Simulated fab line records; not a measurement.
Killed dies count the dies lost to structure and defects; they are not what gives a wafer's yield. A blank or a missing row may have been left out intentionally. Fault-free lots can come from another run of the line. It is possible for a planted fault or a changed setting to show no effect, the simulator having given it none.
Comparing a struck lot with a sound one + flow sky130 + 43 out of 708 route steps
Sound: the wafers L714.2, L714.3, L714.5. Struck: wafer L718.1 (left out: L718.5, L718.6 of the same lot, which were not struck); the cause appears at the end.
At each step with rows: each side's tool, then ch and its chambers, then its first start. Under that, the readings that differ: sound wafers + struck wafers + difference of the means + sigmas: that difference in standard deviations of wafers without a fault.
alike: readings whose means differ by less than 2 such deviations, and words and numbers that are the same on both sides. not compared: withheld readings, readings that some wafer has no value for, bounds like >300 that may hide the same value, and numbers for which the record gives no deviation and whose values overlap.
A row with sigmas, a row that says differs or no value, or rows on one side alone: a step with any of these is where the two part. Numbers that have no deviation but don't overlap get no sigmas and don't part them. A reading missing from all wafers of one side parts the sides only when that side holds two or more wafers.

first, 6 steps without rows for these wafers: SKY_DNWELL_COAT_02 (resist thk 3000 nm); SKY_DNWELL_SOFTBAKE_03; SKY_DNWELL_EXPOSE_04 (exposes mask DNM, target cd 3000 nm); SKY_DNWELL_PEB_05; SKY_DNWELL_DEVELOP_06 (develop time 60 s); SKY_DNWELL_IMPLANT_07.
SKY_DNWELL_STRIP_08: strips in O2/N2.
  sound on plasmaAsher-01 ch 0,1, day 3 15:53; struck on plasmaAsher-04 ch 0, day 4 10:14
  alike: chamberPressureMTorr, drypumpMotorCurrentA, oesProductAu, stripTimeToEndpointS
  not compared: rfHoursCounterH
SKY_DNWELL_TW_MEAS_09:
  sound on filmMetro-02, day 3 16:00; struck on filmMetro-02, day 4 10:20
  alike: DNWELL_TW
then, 4 steps without rows for these wafers: SKY_PWDE_DEHYDRATE_00 (time 60 s); SKY_PWDE_HMDS_01 (prime time 60 s); SKY_PWDE_COAT_02 (resist thk 3000 nm); SKY_PWDE_SOFTBAKE_03.
SKY_PWDE_EXPOSE_04: exposes mask PWDEM, target cd 840 nm.
  sound on ilineStepper-01 ch 0, day 4 00:19; struck on ilineStepper-01 ch 0, day 4 18:29
  alike: mask
then, 2 steps without rows for these wafers: SKY_PWDE_PEB_05; SKY_PWDE_DEVELOP_06 (develop time 60 s).
SKY_PWDE_OVL_MEAS_07:
  sound on overlay-02, day 4 08:55; struck on overlay-02, day 5 02:55
| reading       | sound          | struck | difference | sigmas |
|---------------|----------------|--------|------------|--------|
| PWDE_OVL (nm) | -2.3 -3.6 -0.6 | 1.2    | +3.4       | +2     |
next, for these wafers, 1 step has no rows: SKY_PWDE_IMPLANT_08.
SKY_PWDE_STRIP_09: strips in O2/N2.
  sound on plasmaAsher-04 ch 0,1, day 4 09:06; struck on plasmaAsher-02 ch 0, day 5 03:05
| reading                  | sound             | struck | difference | sigmas |
|--------------------------|-------------------|--------|------------|--------|
| drypumpMotorCurrentA (A) | 5.8 5.8 5.9       | 6.6    | +0.8       | +2     |
| stripTimeToEndpointS (s) | 37.09 36.96 37.15 | 36.71  | -0.36      | -3     |
  alike: chamberPressureMTorr, oesProductAu
  not compared: rfHoursCounterH
SKY_PWDE_TW_MEAS_10:
  sound on filmMetro-04, day 4 09:13; struck on filmMetro-03, day 5 03:11
  alike: PWDE_TW
then, 7 steps without rows for these wafers: SKY_NWELL_DEHYDRATE_03 (time 60 s); SKY_NWELL_HMDS_04 (prime time 60 s); SKY_NWELL_COAT_05 (resist thk 3000 nm); SKY_NWELL_SOFTBAKE_06; SKY_NWELL_EXPOSE_07 (exposes mask NWM, target cd 840 nm); SKY_NWELL_PEB_08; SKY_NWELL_DEVELOP_09 (develop time 60 s).
SKY_NWELL_OVL_MEAS_10:
  sound on overlay-02, day 5 02:34; struck on overlay-02, day 5 21:23
  alike: NWELL_00_OVL
then, 3 steps without rows for these wafers: SKY_NWELL_IMPLANT_11; SKY_NWELL_IMPLANT_12; SKY_NWELL_IMPLANT_13.
SKY_NWELL_STRIP_14: strips in O2/N2.
  sound on plasmaAsher-01 ch 0,1, day 5 03:02; struck on plasmaAsher-04 ch 0, day 5 21:54
  alike: chamberPressureMTorr, drypumpMotorCurrentA, oesProductAu, stripTimeToEndpointS
  not compared: rfHoursCounterH
SKY_NWELL_TW_MEAS_15:
  sound on filmMetro-04, day 5 03:09; struck on filmMetro-03, day 5 22:00
  alike: NWELL_TW
then, 7 steps without rows for these wafers: SKY_NWELL_DEHYDRATE_16 (time 60 s); SKY_NWELL_HMDS_17 (prime time 60 s); SKY_NWELL_COAT_18 (resist thk 3000 nm); SKY_NWELL_SOFTBAKE_19; SKY_NWELL_EXPOSE_20 (exposes mask NWM COMPLEMENT, target cd 840 nm); SKY_NWELL_PEB_21; SKY_NWELL_DEVELOP_22 (develop time 60 s).
SKY_NWELL_OVL_MEAS_23:
  sound on overlay-02, day 5 21:17; struck on overlay-02, day 6 16:07
| reading           | sound          | struck | difference | sigmas |
|-------------------|----------------|--------|------------|--------|
| NWELL_01_OVL (nm) | -1.8 -1.5 -0.9 | -4.6   | -3.2       | -2     |
next, for these wafers, 1 step has no rows: SKY_NWELL_IMPLANT_24.
SKY_NWELL_STRIP_25: strips in O2/N2.
  sound on plasmaAsher-03 ch 1, day 5 21:28; struck on plasmaAsher-04 ch 0, day 6 16:17
  alike: chamberPressureMTorr, drypumpMotorCurrentA, oesProductAu, stripTimeToEndpointS
  not compared: rfHoursCounterH
-- the record jumps here: 40 days lie between the struck wafers' starts before and after (it left off in module NWELL and takes up again in module PAD_OPEN, whose first step shown is number 708 of the route) --
SKY_PAD_OPEN_PROBE_99:
  sound on prober-02, day 46 12:04; struck on prober-01, day 47 04:17
| reading                                  | sound             | struck | difference | sigmas |
|------------------------------------------|-------------------|--------|------------|--------|
| model.etest.res_p_drift_20v.widthNm (nm) | 833.7 827.1 828.7 | 851.2  | +21.4      |        |
  alike: killed_at_M0_to_M3, killed_at_M4_up, killedAtContacts, killedAtFrontEnd, killedAtOther, killedDies, killedOpen, killedShort

== WHERE THEY PART ==
First at SKY_PWDE_OVL_MEAS_07; last, within this record, at SKY_NWELL_OVL_MEAS_23. Later steps at which nothing parts them and some readings are alike: SKY_NWELL_STRIP_25, SKY_PAD_OPEN_PROBE_99.

WHY: the cause the simulator had injected
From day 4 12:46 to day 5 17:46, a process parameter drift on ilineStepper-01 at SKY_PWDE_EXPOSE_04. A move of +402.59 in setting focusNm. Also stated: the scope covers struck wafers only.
